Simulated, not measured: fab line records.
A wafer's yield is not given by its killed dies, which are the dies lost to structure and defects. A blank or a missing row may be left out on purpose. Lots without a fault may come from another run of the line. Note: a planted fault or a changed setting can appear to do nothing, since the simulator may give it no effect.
Which tool did it?	flow sfq line	Sampling: 15 lots, 43 wafers, 4 of 325 route steps

## WHAT EACH GAUGE READ, for each wafer
SFQ_R5_OVL_MEAS_935. Usual: R5_OVL 0 nm, standard deviation 5.1.
lot	measured	on	R5_OVL (nm)	flag
L213	day 56 20:35	overlay-02	7 9 6	
L214	day 57 01:23	overlay-02	3 -4 -8	
L215	day 57 05:00	overlay-02	-3 -8 -9	
L217	day 57 09:47	overlay-02	-4 7 -4	
L218	day 57 13:23	overlay-02	-5 -2 0	
L220	day 57 22:59	overlay-02	11 -6 7	
L223	day 62 17:51	overlay-02	-4 -6 -4	
L226	day 64 06:33	overlay-02	-1 -8 -5	
L227	day 64 09:02	overlay-02	-3 0	
L228	day 64 22:25	overlay-02	1 2	
L231	day 70 05:17	overlay-01	0 -2 3	
L232	day 70 08:26	overlay-01	2 3 -1	
L233	day 70 18:05	overlay-02	-2 -2 -8	
L235	day 71 12:02	overlay-01	1 0 5	
L236	day 71 19:41	overlay-01	-1 -2 5	

SFQ_I5_OVL_MEAS_936. Usual: I5_OVL 0 nm, standard deviation 4.7.
lot	measured	on	I5_OVL (nm)	flag
L213	day 58 04:59	overlay-02	2 0 -7	
L214	day 60 03:47	overlay-01	-3 -4 -7	
L215	day 60 09:42	overlay-01	0 5 -2	
L217	day 60 14:29	overlay-02	-4 -2 2	
L218	day 60 16:53	overlay-02	2 -5 -3	
L220	day 60 22:53	overlay-02	-7 -6 -3	
L223	day 63 03:27	overlay-02	-5 -6 -5	
L226	day 64 18:38	overlay-02	3 -5 0	
L227	day 64 21:02	overlay-02	-7 4	
L228	day 65 07:50	overlay-02	-1 1	
L231	day 70 09:38	overlay-01	10 6 7	
L232	day 70 11:38	overlay-02	-2 0 -3	
L233	day 70 21:17	overlay-02	3 3 7	
L235	day 71 15:22	overlay-01	-4 -11 -5	
L236	day 72 15:10	overlay-01	12 10 10	

## WHAT TOOL EACH LOT RAN ON (gives the tool, then ch and the chambers of the sampled wafers, and finally the start)
lot	SFQ_TRILAYER_JJ_TRILAYER_DEP_SPUTTER_110	SFQ_TRILAYER_R5_BARC_OPEN_METAL_ETCH_177
L213	pvd sputter-03, day 49 06:07	rie metal-02 ch 0,1, day 56 20:38
L214	pvd sputter-03, day 49 13:44	rie metal-04 ch 0,1, day 57 01:26
L215	pvd sputter-05, day 49 15:34	rie metal-02 ch 0,1, day 57 05:02
L217	pvd sputter-05, day 51 14:57	rie metal-01 ch 0,1, day 57 09:50
L218	pvd sputter-05, day 51 22:11	rie metal-02 ch 0,1, day 57 13:26
L220	pvd sputter-03, day 52 14:11	rie metal-01 ch 1, day 57 23:02
L223	pvd sputter-05, day 57 13:34	rie metal-01 ch 0,1, day 62 17:53
L226	pvd sputter-05, day 58 21:39	rie metal-02 ch 0,1, day 64 06:35
L227	pvd sputter-04, day 59 00:39	rie metal-02 ch 0,1, day 64 09:05
L228	pvd sputter-03, day 59 07:15	rie metal-02 ch 0,1, day 64 22:27
L231	pvd sputter-05, day 61 02:08	rie metal-01 ch 0,1, day 70 05:20
L232	pvd sputter-04, day 62 10:32	rie metal-01 ch 1, day 70 08:28
L233	pvd sputter-05, day 62 18:56	rie metal-02 ch 0,1, day 70 18:07
L235	pvd sputter-03, day 63 04:32	rie metal-04 ch 1, day 71 12:04
L236	pvd sputter-04, day 63 15:19	rie metal-02 ch 0,1, day 71 19:43
- SFQ_TRILAYER_JJ_TRILAYER_DEP_SPUTTER_110: material Al, target thk 8 nm, time 10 s.
- SFQ_TRILAYER_R5_BARC_OPEN_METAL_ETCH_177: etches BARC in O2, target depth 125 nm, time 41.7 s.

## AS READ BY THE TOOLS THEMSELVES (means over the sampled wafers that have a number; for cases with no such wafer, the mark the record gives instead)
SFQ_TRILAYER_JJ_TRILAYER_DEP_SPUTTER_110. Usual: throttle valve pct 29.8 %, standard deviation 1.4.
lot	tool	throttle valve pct (%)	flag
L213	pvd sputter-03	30.1	
L214	pvd sputter-03	30.2	
L215	pvd sputter-05	28.9	
L217	pvd sputter-05	30.7	
L218	pvd sputter-05	30.2	
L220	pvd sputter-03	31.1	
L223	pvd sputter-05	29.2	
L226	pvd sputter-05	30.9	
L227	pvd sputter-04	29.2	
L228	pvd sputter-03	30.0	
L231	pvd sputter-05	29.7	
L232	pvd sputter-04	28.8	
L233	pvd sputter-05	31.1	
L235	pvd sputter-03	29.7	
L236	pvd sputter-04	28.6	

SFQ_TRILAYER_R5_BARC_OPEN_METAL_ETCH_177. Usual: drypump motor current A 5.71 A, standard deviation 0.3; oes product au 0.686 a.u., standard deviation 0.0044; run length s 70.1 s, standard deviation 0.46.
lot	tool	drypump motor current A (A)	oes product au (a.u.)	run length s (s)	flag
L213	rie metal-02	5.80	0.687	70.4	
L214	rie metal-04	5.39	0.684	69.8	
L215	rie metal-02	5.80	0.680	70.4	
L217	rie metal-01	5.85	0.686	69.6	
L218	rie metal-02	5.81	0.684	70.4	
L220	rie metal-01	6.11	0.687	69.6	
L223	rie metal-01	5.83	0.692	69.8	
L226	rie metal-02	5.72	0.712	68.7	OFF
L227	rie metal-02	5.77	0.721	67.9	OFF
L228	rie metal-02	5.77	0.728	68.0	OFF
L231	rie metal-01	5.58	0.687	69.8	
L232	rie metal-01	6.09	0.682	70.0	
L233	rie metal-02	5.73	0.688	70.5	
L235	rie metal-04	5.18	0.682	69.3	
L236	rie metal-02	5.82	0.687	70.4	

## THE ANSWER, worked out from the rows above alone
Rule: lot off if the mean of its wafers having a number is beyond 3 standard deviations from the usual mean. A lot without any number at a reading at which 4 lots or more have one is off too. Where the step has rows for the other lots, those lots are counted as sound. The gauges are gone through in route order, then the tools' own readings, and for those a lot's mean is taken as printed above. At the first step where some lot is off, the reading lying furthest off is the one used; lots without a number count as furthest.
Off: L226, L227, L228, at SFQ_TRILAYER_R5_BARC_OPEN_METAL_ETCH_177 (oes product au).
A tool fits if, at that step or a process step before it, it ran every lot that is off, and no sound lot after the first of them. No candidate that was tried fits.

## WHAT THE SIMULATOR HAD INSERTED
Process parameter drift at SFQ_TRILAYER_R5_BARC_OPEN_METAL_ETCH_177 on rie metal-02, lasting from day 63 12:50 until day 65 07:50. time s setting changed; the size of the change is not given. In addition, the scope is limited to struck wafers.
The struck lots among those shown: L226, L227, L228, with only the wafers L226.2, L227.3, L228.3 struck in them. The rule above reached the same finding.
